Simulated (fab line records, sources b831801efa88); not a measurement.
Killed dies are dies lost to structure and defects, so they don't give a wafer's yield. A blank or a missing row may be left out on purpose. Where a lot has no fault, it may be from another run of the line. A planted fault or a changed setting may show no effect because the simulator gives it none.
fab line records	flow sky130
[record] lots = 12	wafers = 36	last_day = 51
route steps=708 shown METAL1@449 VIA2@507 METAL3@533 PASSIVATION@684
lots that met no fault: taken from a fault-free run of the same line
start_h: hours from the record's first day to the start of the lot's first wafer shown	wait_h: hours from the lot's prior step to this one	" as in the row above	L1.1+2: several wafers, shown together as one row	- either no value or no given start	* or withheld: withheld	< > ~ a bound
route shown NAME@n: names a module that has steps shown in the file, with the first one's number in the route	usual: average and standard deviation across the fault-free wafers	same: alike in all rows	chamber/n: place in a boat	sites: readings site by site	_std_site: their standard deviation	_edge_site: mean of outer sites minus mean of inner sites	radius_mm: for every site, how far away it sits from the centre of the wafer	mask NAME#n: copy n	behind: the last tool/chamber to shape the wafer	hold: why the lot went on hold/how many hours it stayed there/how the hold came to an end	device: the n, p or np transistor that did not switch	end of line: the route-end tests of the same wafers	step lacking rows: just its recipe	killed: count of dies lost to structure and defects at first sort (not the wafer's yield)	map: the dies of a wafer, with x for killed, . for not killed, _ for no die there
set.NAME: the run value of the setting; set.NAME@STEP: its run value at that earlier step	model.NAME: the simulator's own value behind a step, which no gauge read
one table for each step of the route and one row for each wafer, over a sample of lots
services: the hour from which a tool's chamber was out of use, counted from the record's first day as start_h (under 0 if before that day), plus the number of hours and why
[[steps]]
[step SKY_METAL1_CD_MEAS_15]
[recipe] target_cd_nm = 140
[usual] cd_nm = 139.9/1.6
lot.wafer	tool	chamber	start_h	wait_h	cd_nm
L716.2	cd_sem-01	-	786.88	-	138.1
L716.3	"	-	"	"	137.8
L716.4	"	-	"	"	138.8
L717.1	cd_sem-01	-	799.76	-	137.7
L717.4	"	-	"	"	138.4
L717.6	"	-	"	"	139.0
L718.1	cd_sem-01	-	812.89	-	142.4
L718.3	"	-	"	"	142.5
L718.5	"	-	"	"	141.7
L719.1	cd_sem-01	-	815.89	-	142.2
L719.4	"	-	"	"	141.5
L719.6	"	-	"	"	140.8
L722.1	cd_sem-02	-	835.74	-	139.6
L722.2	"	-	"	"	139.7
L722.3	"	-	"	"	138.7
L729.1	cd_sem-02	-	885.49	-	141.5
L729.2	"	-	"	"	141.7
L729.3	"	-	"	"	140.3
L730.4	cd_sem-02	-	893.83	-	142.9
L730.5	"	-	"	"	142.3
L730.6	"	-	"	"	141.3
L731.3	cd_sem-02	-	898.41	-	141.1
L731.4	"	-	"	"	141.4
L731.5	"	-	"	"	141.0
L732.2	cd_sem-02	-	902.48	-	139.7
L732.3	"	-	"	"	137.6
L732.4	"	-	"	"	140.0
L733.3	cd_sem-01	-	916.48	-	140.5
L733.5	"	-	"	"	139.0
L733.6	"	-	"	"	139.2
L734.3	cd_sem-02	-	920.06	-	141.7
L734.4	"	-	"	"	143.3
L734.5	"	-	"	"	142.1
L738.1	cd_sem-02	-	944.14	-	140.1
L738.3	"	-	"	"	139.8
L738.4	"	-	"	"	140.3
[step SKY_VIA2_HDPCVD_00]
[recipe] material = SiO2	target_thk_nm = 1180	sigma_open_frac = 0.3	time_s = 196.7	temp_c = 400	sih4_flow_sccm = 60	pressure_mtorr = 6
[usual] run_length_s = 224.6/0.61
lot.wafer	tool	chamber	start_h	wait_h	run_length_s
L716.2	hdpcvd-01	1	845.02	0.0	224.5
L716.3	"	0	"	"	224.9
L716.4	"	0	"	"	225.5
L717.1	hdpcvd-01	0	857.46	0.0	225.0
L717.4	"	2	"	"	224.2
L717.6	"	1	"	"	224.4
L718.1	hdpcvd-02	0	871.36	0.0	223.4
L718.3	"	2	"	"	223.6
L718.5	"	1	"	"	225.4
L719.1	hdpcvd-01	2	873.23	0.0	224.4
L719.4	"	2	"	"	224.2
L719.6	"	0	"	"	224.9
L722.1	hdpcvd-02	0	893.10	0.0	223.6
L722.2	"	1	"	"	225.0
L722.3	"	1	"	"	225.3
L729.1	hdpcvd-02	2	940.66	0.0	224.6
L729.2	"	1	"	"	181.0
L729.3	"	0	"	"	223.5
L730.4	hdpcvd-01	1	949.29	0.1	225.2
L730.5	"	0	"	"	225.5
L730.6	"	2	"	"	224.4
L731.3	hdpcvd-01	2	953.67	0.0	224.2
L731.4	"	0	"	"	225.1
L731.5	"	2	"	"	224.5
L732.2	hdpcvd-01	1	956.62	0.0	224.5
L732.3	"	0	"	"	225.0
L732.4	"	0	"	"	224.9
L733.3	hdpcvd-01	2	970.37	0.0	224.2
L733.5	"	0	"	"	224.9
L733.6	"	1	"	"	224.6
L734.3	hdpcvd-01	2	974.23	0.0	224.5
L734.4	"	2	"	"	224.6
L734.5	"	0	"	"	224.8
L738.1	hdpcvd-01	1	997.70	0.0	224.6
L738.3	"	2	"	"	224.2
L738.4	"	0	"	"	225.2
[step SKY_VIA2_THK_MEAS_01]
[recipe] reads = SiO2_of_VIA2_HDPCVD_00
[usual] VIA2_HDPCVD_THK = 1186/13
lot.wafer	tool	chamber	start_h	wait_h	hold	VIA2_HDPCVD_THK[nm]
L716.2	film_metro-01	-	845.15	0.1	-	1199
L716.3	"	-	"	"	-	1199
L716.4	"	-	"	"	-	1200
L717.1	film_metro-04	-	857.58	0.1	-	1200
L717.4	"	-	"	"	-	1168
L717.6	"	-	"	"	-	1199
L718.1	film_metro-04	-	871.48	0.1	-	1183
L718.3	"	-	"	"	-	1182
L718.5	"	-	"	"	-	1166
L719.1	film_metro-03	-	873.36	0.1	-	1186
L719.4	"	-	"	"	-	1183
L719.6	"	-	"	"	-	1210
L722.1	film_metro-03	-	893.29	0.1	-	1168
L722.2	"	-	"	"	-	1185
L722.3	"	-	"	"	-	1173
L729.1	film_metro-01	-	940.78	0.1	await_dispo/0.2h/release	1202
L729.2	"	-	"	"	await_dispo/0.2h/release	904
L729.3	"	-	"	"	await_dispo/0.2h/release	1190
L729.1	film_metro-01	-	941.02	0.2	-	1202
L729.2	"	-	"	"	-	904
L729.3	"	-	"	"	-	1188
L730.4	film_metro-03	-	949.39	0.0	-	1192
L730.5	"	-	"	"	-	1179
L730.6	"	-	"	"	-	1160
L731.3	film_metro-01	-	953.81	0.1	-	1172
L731.4	"	-	"	"	-	1190
L731.5	"	-	"	"	-	1172
L732.2	film_metro-01	-	956.76	0.1	-	1184
L732.3	"	-	"	"	-	1202
L732.4	"	-	"	"	-	1186
L733.3	film_metro-03	-	970.51	0.1	-	1183
L733.5	"	-	"	"	-	1204
L733.6	"	-	"	"	-	1201
L734.3	film_metro-04	-	974.38	0.1	-	1181
L734.4	"	-	"	"	-	1189
L734.5	"	-	"	"	-	1192
L738.1	film_metro-03	-	997.82	0.1	-	1208
L738.3	"	-	"	"	-	1199
L738.4	"	-	"	"	-	1206
[step SKY_METAL3_SPUTTER_01]
[recipe] material = TiN	target_thk_nm = 20	power_w = 6500	time_s = 16.7	chamber_pressure_pa = 0.4
[usual] throttle_valve_pct = 30.2/1.2
lot.wafer	tool	chamber	start_h	wait_h	throttle_valve_pct
L716.2	pvd_sputter-01	-	873.09	0.0	31.4
L716.3	"	-	"	"	31.9
L716.4	"	-	"	"	31.3
L717.1	pvd_sputter-02	-	886.14	0.0	30.7
L717.4	"	-	"	"	28.6
L717.6	"	-	"	"	29.2
L718.1	pvd_sputter-02	-	900.20	0.0	30.6
L718.3	"	-	"	"	28.9
L718.5	"	-	"	"	28.9
L719.1	pvd_sputter-04	-	901.70	0.0	29.7
L719.4	"	-	"	"	28.4
L719.6	"	-	"	"	30.9
L722.1	pvd_sputter-01	-	920.97	0.0	31.4
L722.2	"	-	"	"	31.1
L722.3	"	-	"	"	31.3
L729.1	pvd_sputter-04	-	968.02	0.0	30.1
L729.2	"	-	"	"	30.7
L729.3	"	-	"	"	28.7
L730.4	pvd_sputter-04	-	975.90	0.0	28.3
L730.5	"	-	"	"	28.5
L730.6	"	-	"	"	28.3
L731.3	pvd_sputter-04	-	980.81	0.0	30.4
L731.4	"	-	"	"	28.8
L731.5	"	-	"	"	30.9
L732.2	pvd_sputter-02	-	983.22	0.0	29.3
L732.3	"	-	"	"	30.7
L732.4	"	-	"	"	29.4
L733.3	pvd_sputter-02	-	996.79	0.0	30.8
L733.5	"	-	"	"	29.7
L733.6	"	-	"	"	28.9
L734.3	pvd_sputter-01	-	1000.53	0.0	31.4
L734.4	"	-	"	"	31.4
L734.5	"	-	"	"	31.2
L738.1	pvd_sputter-04	-	1023.44	0.0	30.8
L738.3	"	-	"	"	28.6
L738.4	"	-	"	"	28.0
[step SKY_PASSIVATION_THK_MEAS_03]
[recipe] reads = Si3N4_of_PASSIVATION_CVD_02
[usual] PASSIVATION_CVD_02_THK = 542/7.3
lot.wafer	tool	chamber	start_h	wait_h	PASSIVATION_CVD_02_THK[nm]
L716.2	film_metro-01	-	1054.71	-	540
L716.3	"	-	"	"	534
L716.4	"	-	"	"	541
L717.1	film_metro-01	-	1066.77	-	546
L717.4	"	-	"	"	542
L717.6	"	-	"	"	546
L718.1	film_metro-02	-	1078.71	-	541
L718.3	"	-	"	"	539
L718.5	"	-	"	"	549
L719.1	film_metro-01	-	1079.73	-	539
L719.4	"	-	"	"	546
L719.6	"	-	"	"	543
L722.1	film_metro-02	-	1094.71	-	527
L722.2	"	-	"	"	540
L722.3	"	-	"	"	536
L729.1	film_metro-02	-	1135.80	-	537
L729.2	"	-	"	"	538
L729.3	"	-	"	"	544
L730.4	film_metro-01	-	1141.30	-	542
L730.5	"	-	"	"	545
L730.6	"	-	"	"	542
L731.3	film_metro-02	-	1144.72	-	536
L731.4	"	-	"	"	549
L731.5	"	-	"	"	541
L732.2	film_metro-04	-	1147.65	-	545
L732.3	"	-	"	"	545
L732.4	"	-	"	"	559
L733.3	film_metro-04	-	1157.47	-	537
L733.5	"	-	"	"	546
L733.6	"	-	"	"	541
L734.3	film_metro-01	-	1160.89	-	552
L734.4	"	-	"	"	554
L734.5	"	-	"	"	551
L738.1	film_metro-01	-	1178.43	-	538
L738.3	"	-	"	"	525
L738.4	"	-	"	"	541
[[services]]
tool	chamber	start_h	hours	kind
hdpcvd-01	-	836.47	4.0	repair
pvd_sputter-04	-	850.83	2.8	repair
hdpcvd-02	1	872.82	2.2	repair
hdpcvd-01	-	887.43	0.6	repair
hdpcvd-02	2	892.97	11.5	repair
hdpcvd-02	-	950.25	15.0	pm
hdpcvd-02	0	950.25	15.0	vent_cycle
hdpcvd-02	1	950.25	15.0	vent_cycle
hdpcvd-02	2	950.25	15.0	vent_cycle
pvd_sputter-04	-	950.92	4.6	repair
pvd_sputter-01	-	962.29	24.6	repair
hdpcvd-02	0	965.25	-	clean
hdpcvd-02	1	965.25	-	clean
hdpcvd-02	2	965.25	-	clean
hdpcvd-02	-	981.47	1.0	repair
hdpcvd-02	2	1014.13	6.5	repair
[[key]]
[first_sign] step = SKY_VIA2_HDPCVD_00	reading = run_length_s	direction = down	sigmas = 72	usual = *	struck = *
[effect] step = SKY_VIA2_THK_MEAS_01	reading = visit	direction = added
[effect] step = SKY_VIA2_THK_MEAS_01	reading = VIA2_HDPCVD_THK	direction = down	sigmas = 21	usual = 1186	struck = 904
met_at SKY_VIA2_HDPCVD_00
struck_lots L729
struck_wafers L729.2
not_acting_at SKY_METAL1_CD_MEAS_15,SKY_METAL3_SPUTTER_01,SKY_PASSIVATION_THK_MEAS_03
onset_between 893.10 940.66
[fault] kind = process_parameter_drift	tool = hdpcvd-02	chamber = -	onset_h = 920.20	steps = SKY_VIA2_HDPCVD_00	channel = time_s	offset = *	shape = step	end_h = 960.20	scope = struck_wafers_only	acts_in = *	stated = *
